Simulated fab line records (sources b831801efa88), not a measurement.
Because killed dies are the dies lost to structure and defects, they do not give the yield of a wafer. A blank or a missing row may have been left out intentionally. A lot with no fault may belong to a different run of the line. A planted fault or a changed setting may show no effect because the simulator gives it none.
Which of the tools did it? || flow gf180mcu || 14 lots with 42 wafers sampled at 5 steps, on a route of 602 steps

== WHAT THE GAUGES SHOWED, per wafer ==
GF_VT_IMPLANT_RS_MEAS_48: uses a four-point probe to measure.
{"lot": "L885", "measured": "day 7 14:45", "on": "filmMetro-03", "LVPWELL_RS (ohm/sq)": "1199 1196 1197"}
{"lot": "L886", "measured": "day 8 03:14", "on": "filmMetro-01", "LVPWELL_RS (ohm/sq)": "1193 1191 1193"}
{"lot": "L887", "measured": "day 8 06:11", "on": "filmMetro-03", "LVPWELL_RS (ohm/sq)": "1201 1201 1201"}
{"lot": "L889", "measured": "day 8 22:23", "on": "filmMetro-03", "LVPWELL_RS (ohm/sq)": "1148 1149 1149"}
{"lot": "L890", "measured": "day 9 02:38", "on": "filmMetro-02", "LVPWELL_RS (ohm/sq)": "1146 1148 1142"}
{"lot": "L891", "measured": "day 9 14:35", "on": "filmMetro-01", "LVPWELL_RS (ohm/sq)": "1195 1196 1195"}
{"lot": "L893", "measured": "day 10 13:32", "on": "filmMetro-01", "LVPWELL_RS (ohm/sq)": "1193 1194 1194"}
{"lot": "L895", "measured": "day 10 19:59", "on": "filmMetro-03", "LVPWELL_RS (ohm/sq)": "1200 1197 1200"}
{"lot": "L900", "measured": "day 12 06:57", "on": "filmMetro-03", "LVPWELL_RS (ohm/sq)": "1199 1199 1197"}
{"lot": "L901", "measured": "day 12 11:14", "on": "filmMetro-03", "LVPWELL_RS (ohm/sq)": "1205 1204 1204"}
{"lot": "L902", "measured": "day 12 12:55", "on": "filmMetro-01", "LVPWELL_RS (ohm/sq)": "1195 1199 1198"}
{"lot": "L903", "measured": "day 12 21:41", "on": "filmMetro-01", "LVPWELL_RS (ohm/sq)": "1189 1191 1194"}
{"lot": "L904", "measured": "day 13 06:25", "on": "filmMetro-03", "LVPWELL_RS (ohm/sq)": "1197 1197 1200"}
{"lot": "L907", "measured": "day 13 22:58", "on": "filmMetro-01", "LVPWELL_RS (ohm/sq)": "1194 1194 1193"}

GF_HV_LDD_CD_MEAS_07 targets a cd of 400 nm.
{"lot": "L885", "measured": "day 10 01:07", "on": "cdSem-01", "cdNm (nm)": "401.9 400.1 401.7"}
{"lot": "L886", "measured": "day 10 14:18", "on": "cdSem-01", "cdNm (nm)": "399.1 398.6 400.1"}
{"lot": "L887", "measured": "day 10 16:47", "on": "cdSem-01", "cdNm (nm)": "401.1 399.7 399.5"}
{"lot": "L889", "measured": "day 11 14:14", "on": "cdSem-01", "cdNm (nm)": "395.4 395.0 393.5"}
{"lot": "L890", "measured": "day 11 16:26", "on": "cdSem-01", "cdNm (nm)": "400.6 401.6 404.2"}
{"lot": "L891", "measured": "day 12 03:18", "on": "cdSem-01", "cdNm (nm)": "402.3 400.9 398.6"}
{"lot": "L893", "measured": "day 13 10:16", "on": "cdSem-02", "cdNm (nm)": "396.9 397.1 396.6"}
{"lot": "L895", "measured": "day 13 13:13", "on": "cdSem-02", "cdNm (nm)": "399.2 398.2 400.0"}
{"lot": "L900", "measured": "day 15 05:46", "on": "cdSem-02", "cdNm (nm)": "396.8 396.9 395.9"}
{"lot": "L901", "measured": "day 15 11:53", "on": "cdSem-01", "cdNm (nm)": "400.8 400.1 400.8"}
{"lot": "L902", "measured": "day 15 11:51", "on": "cdSem-02", "cdNm (nm)": "395.9 396.2 396.6"}
{"lot": "L903", "measured": "day 15 23:27", "on": "cdSem-02", "cdNm (nm)": "402.5 403.0 405.2"}
{"lot": "L904", "measured": "day 16 07:52", "on": "cdSem-02", "cdNm (nm)": "400.8 403.1 401.8"}
{"lot": "L907", "measured": "day 17 07:56", "on": "cdSem-02", "cdNm (nm)": "401.4 401.6 399.2"}

GF_PSD_TW_MEAS_11.
{"lot": "L885", "measured": "day 14 04:22", "on": "filmMetro-03", "PSD_TW": "3169 3176 3197"}
{"lot": "L886", "measured": "day 14 21:09", "on": "filmMetro-04", "PSD_TW": "3150 3159 3157"}
{"lot": "L887", "measured": "day 15 01:32", "on": "filmMetro-04", "PSD_TW": "3149 3141 3142"}
{"lot": "L889", "measured": "day 16 06:29", "on": "filmMetro-04", "PSD_TW": "3155 3143 3145"}
{"lot": "L890", "measured": "day 16 06:16", "on": "filmMetro-04", "PSD_TW": "3147 3143 3147"}
{"lot": "L891", "measured": "day 16 21:18", "on": "filmMetro-04", "PSD_TW": "3159 3175 3157"}
{"lot": "L893", "measured": "day 18 02:58", "on": "filmMetro-01", "PSD_TW": "3164 3171 3180"}
{"lot": "L895", "measured": "day 18 03:14", "on": "filmMetro-03", "PSD_TW": "3175 3182 3186"}
{"lot": "L900", "measured": "day 20 05:55", "on": "filmMetro-04", "PSD_TW": "3123 3143 3131"}
{"lot": "L901", "measured": "day 20 11:21", "on": "filmMetro-03", "PSD_TW": "3182 3184 3189"}
{"lot": "L902", "measured": "day 20 10:24", "on": "filmMetro-01", "PSD_TW": "3174 3188 3172"}
{"lot": "L903", "measured": "day 21 00:29", "on": "filmMetro-01", "PSD_TW": "3191 3195 3176"}
{"lot": "L904", "measured": "day 21 09:10", "on": "filmMetro-03", "PSD_TW": "3188 3199 3191"}
{"lot": "L907", "measured": "day 22 12:28", "on": "filmMetro-04", "PSD_TW": "3142 3125 3153"}

== WHAT TOOL EACH LOT RAN ON (gives the tool, then ch and the chambers of the sampled wafers, and finally the start) ==
{"lot": "L885", "GF_LVPWELL_IMPLANT_09": "implanter-02 ch 0, day 4 02:31", "GF_HV_LDD_RTA_52": "rtpAnneal-02 ch 0, day 12 10:07"}
{"lot": "L886", "GF_LVPWELL_IMPLANT_09": "implanter-04 ch 0, day 4 11:11", "GF_HV_LDD_RTA_52": "rtpAnneal-02 ch 0, day 13 00:57"}
{"lot": "L887", "GF_LVPWELL_IMPLANT_09": "implanter-04 ch 0, day 4 12:31", "GF_HV_LDD_RTA_52": "rtpAnneal-01 ch 0, day 13 04:17"}
{"lot": "L889", "GF_LVPWELL_IMPLANT_09": "implanter-04 ch 0, day 5 00:59", "GF_HV_LDD_RTA_52": "rtpAnneal-02 ch 0, day 14 03:23"}
{"lot": "L890", "GF_LVPWELL_IMPLANT_09": "implanter-04 ch 0, day 5 05:02", "GF_HV_LDD_RTA_52": "rtpAnneal-01 ch 0, day 14 03:41"}
{"lot": "L891", "GF_LVPWELL_IMPLANT_09": "implanter-01 ch 0, day 5 16:11", "GF_HV_LDD_RTA_52": "rtpAnneal-01 ch 0, day 14 17:28"}
{"lot": "L893", "GF_LVPWELL_IMPLANT_09": "implanter-02 ch 0, day 6 09:58", "GF_HV_LDD_RTA_52": "rtpAnneal-02 ch 0, day 16 02:14"}
{"lot": "L895", "GF_LVPWELL_IMPLANT_09": "implanter-01 ch 0, day 6 14:28", "GF_HV_LDD_RTA_52": "rtpAnneal-02 ch 0, day 16 04:23"}
{"lot": "L900", "GF_LVPWELL_IMPLANT_09": "implanter-02 ch 0, day 7 19:19", "GF_HV_LDD_RTA_52": "rtpAnneal-01 ch 0, day 18 02:19"}
{"lot": "L901", "GF_LVPWELL_IMPLANT_09": "implanter-02 ch 0, day 7 21:59", "GF_HV_LDD_RTA_52": "rtpAnneal-02 ch 0, day 18 07:55"}
{"lot": "L902", "GF_LVPWELL_IMPLANT_09": "implanter-01 ch 0, day 8 01:26", "GF_HV_LDD_RTA_52": "rtpAnneal-01 ch 0, day 18 07:37"}
{"lot": "L903", "GF_LVPWELL_IMPLANT_09": "implanter-01 ch 0, day 8 07:31", "GF_HV_LDD_RTA_52": "rtpAnneal-01 ch 0, day 18 20:57"}
{"lot": "L904", "GF_LVPWELL_IMPLANT_09": "implanter-02 ch 0, day 8 13:22", "GF_HV_LDD_RTA_52": "rtpAnneal-01 ch 0, day 19 05:43"}
{"lot": "L907", "GF_LVPWELL_IMPLANT_09": "implanter-01 ch 0, day 9 04:11", "GF_HV_LDD_RTA_52": "rtpAnneal-01 ch 0, day 20 09:41"}
- GF_LVPWELL_IMPLANT_09
- GF_HV_LDD_RTA_52: time 10 s.

== AS READ BY THE TOOLS THEMSELVES (means over the sampled wafers that have a number; for cases with no such wafer, the mark the record gives instead) ==
GF_LVPWELL_IMPLANT_09.
{"lot": "L885", "tool": "implanter-02", "beamOnS (s)": 9.97, "doseIonsCm2": 4.998e+12, "faradayCurrentUA": 28.3}
{"lot": "L886", "tool": "implanter-04", "beamOnS (s)": 10.01, "doseIonsCm2": 4.999e+12, "faradayCurrentUA": 28.1}
{"lot": "L887", "tool": "implanter-04", "beamOnS (s)": 9.92, "doseIonsCm2": 4.999e+12, "faradayCurrentUA": 28.5}
{"lot": "L889", "tool": "implanter-04", "beamOnS (s)": 9.95, "doseIonsCm2": 6.270e+12, "faradayCurrentUA": 35.5}
{"lot": "L890", "tool": "implanter-04", "beamOnS (s)": 9.99, "doseIonsCm2": 6.266e+12, "faradayCurrentUA": 35.4}
{"lot": "L891", "tool": "implanter-01", "beamOnS (s)": 10.07, "doseIonsCm2": 4.997e+12, "faradayCurrentUA": 28.0}
{"lot": "L893", "tool": "implanter-02", "beamOnS (s)": 10.00, "doseIonsCm2": 5.002e+12, "faradayCurrentUA": 28.3}
{"lot": "L895", "tool": "implanter-01", "beamOnS (s)": 10.03, "doseIonsCm2": 5.004e+12, "faradayCurrentUA": 28.2}
{"lot": "L900", "tool": "implanter-02", "beamOnS (s)": 9.77, "doseIonsCm2": 5.001e+12, "faradayCurrentUA": 28.8}
{"lot": "L901", "tool": "implanter-02", "beamOnS (s)": 10.07, "doseIonsCm2": 5.003e+12, "faradayCurrentUA": 27.9}
{"lot": "L902", "tool": "implanter-01", "beamOnS (s)": 9.93, "doseIonsCm2": 4.998e+12, "faradayCurrentUA": 28.3}
{"lot": "L903", "tool": "implanter-01", "beamOnS (s)": 10.00, "doseIonsCm2": 5.000e+12, "faradayCurrentUA": 28.2}
{"lot": "L904", "tool": "implanter-02", "beamOnS (s)": 9.86, "doseIonsCm2": 5.002e+12, "faradayCurrentUA": 28.6}
{"lot": "L907", "tool": "implanter-01", "beamOnS (s)": 9.74, "doseIonsCm2": 5.003e+12, "faradayCurrentUA": 29.0}

GF_HV_LDD_RTA_52.
{"lot": "L885", "tool": "rtpAnneal-02", "chamberO2Ppm": 2.011, "lampPowerPct (%)": 27.7, "wafer_temp_C_max": 1006.4}
{"lot": "L886", "tool": "rtpAnneal-02", "chamberO2Ppm": 1.997, "lampPowerPct (%)": 27.7, "wafer_temp_C_max": 1007.6}
{"lot": "L887", "tool": "rtpAnneal-01", "chamberO2Ppm": 2.022, "lampPowerPct (%)": 30.6, "wafer_temp_C_max": 1006.1}
{"lot": "L889", "tool": "rtpAnneal-02", "chamberO2Ppm": 2.018, "lampPowerPct (%)": 27.7, "wafer_temp_C_max": 1006.3}
{"lot": "L890", "tool": "rtpAnneal-01", "chamberO2Ppm": 2.008, "lampPowerPct (%)": 30.6, "wafer_temp_C_max": 1005.1}
{"lot": "L891", "tool": "rtpAnneal-01", "chamberO2Ppm": 2.000, "lampPowerPct (%)": 30.6, "wafer_temp_C_max": 1004.6}
{"lot": "L893", "tool": "rtpAnneal-02", "chamberO2Ppm": 2.002, "lampPowerPct (%)": 27.7, "wafer_temp_C_max": 1006.4}
{"lot": "L895", "tool": "rtpAnneal-02", "chamberO2Ppm": 2.019, "lampPowerPct (%)": 27.7, "wafer_temp_C_max": 1006.3}
{"lot": "L900", "tool": "rtpAnneal-01", "chamberO2Ppm": 1.988, "lampPowerPct (%)": 30.6, "wafer_temp_C_max": 1003.8}
{"lot": "L901", "tool": "rtpAnneal-02", "chamberO2Ppm": 1.981, "lampPowerPct (%)": 27.7, "wafer_temp_C_max": 1007.7}
{"lot": "L902", "tool": "rtpAnneal-01", "chamberO2Ppm": 1.991, "lampPowerPct (%)": 30.6, "wafer_temp_C_max": 1005.2}
{"lot": "L903", "tool": "rtpAnneal-01", "chamberO2Ppm": 1.972, "lampPowerPct (%)": 30.6, "wafer_temp_C_max": 1004.5}
{"lot": "L904", "tool": "rtpAnneal-01", "chamberO2Ppm": 2.021, "lampPowerPct (%)": 30.6, "wafer_temp_C_max": 1005.3}
{"lot": "L907", "tool": "rtpAnneal-01", "chamberO2Ppm": 2.024, "lampPowerPct (%)": 30.5, "wafer_temp_C_max": 1004.3}

== THE ANSWER, worked out from the rows above alone ==
Rule: the lots themselves supply what counts as usual. The widest of any qualifying gaps counts: lots, ordered by their means at a reading, are off when they make up no more than a third of the lots, leave a main group of 4 or more, and stand apart from it by 3 or more times the standard deviation of that group's means. A main group is skipped when, at the precision printed for the reading in the tables above, its means are all equal. Also off: a lot with no number at a reading for which 4 or more lots have one. Any other lot the step has rows for is counted as sound. The gauges are gone through in route order, then the tools' own readings, and for those a lot's mean is taken as printed above. The first step at which some lot is off is used, and at that step the reading that is off furthest; a lot without a number counts as furthest.
Off: L889, L890, seen at GF_VT_IMPLANT_RS_MEAS_48 (LVPWELL_RS). Mean 1197 ohm/sq and standard deviation 3.6 in the main group.
A tool fits if, at a process step before that reading, it ran every lot that is off, and no sound lot after the first of them. The gauges at GF_VT_IMPLANT_RS_MEAS_48 aren't tried: what is off there is off at GF_LVPWELL_IMPLANT_09 too, on other tools, and a gauge's error can't cause that. One candidate fits, namely implanter-04 at GF_LVPWELL_IMPLANT_09. A fault onset in the window from L887 (day 4 12:31, its last sound lot) to L889 (day 5 00:59, its first lot off) fits.
The tool's own readings at GF_LVPWELL_IMPLANT_09 bear it out: on the lots that are off they differ by more than 5 times the standard deviation of the sound lots' means. doseIonsCm2 reads 6.268e+12 there against 5.000e+12 on the sound lots; faradayCurrentUA reads 35.5 there against 28.4 on the sound lots.

== WHAT HAD BEEN PUT IN BY THE SIMULATOR ==
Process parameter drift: implanter-04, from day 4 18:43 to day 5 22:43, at GF_LVPWELL_IMPLANT_09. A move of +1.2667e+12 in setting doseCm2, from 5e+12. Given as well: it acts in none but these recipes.
Struck lots among those shown: L889, L890. This agrees with what the rule above found.
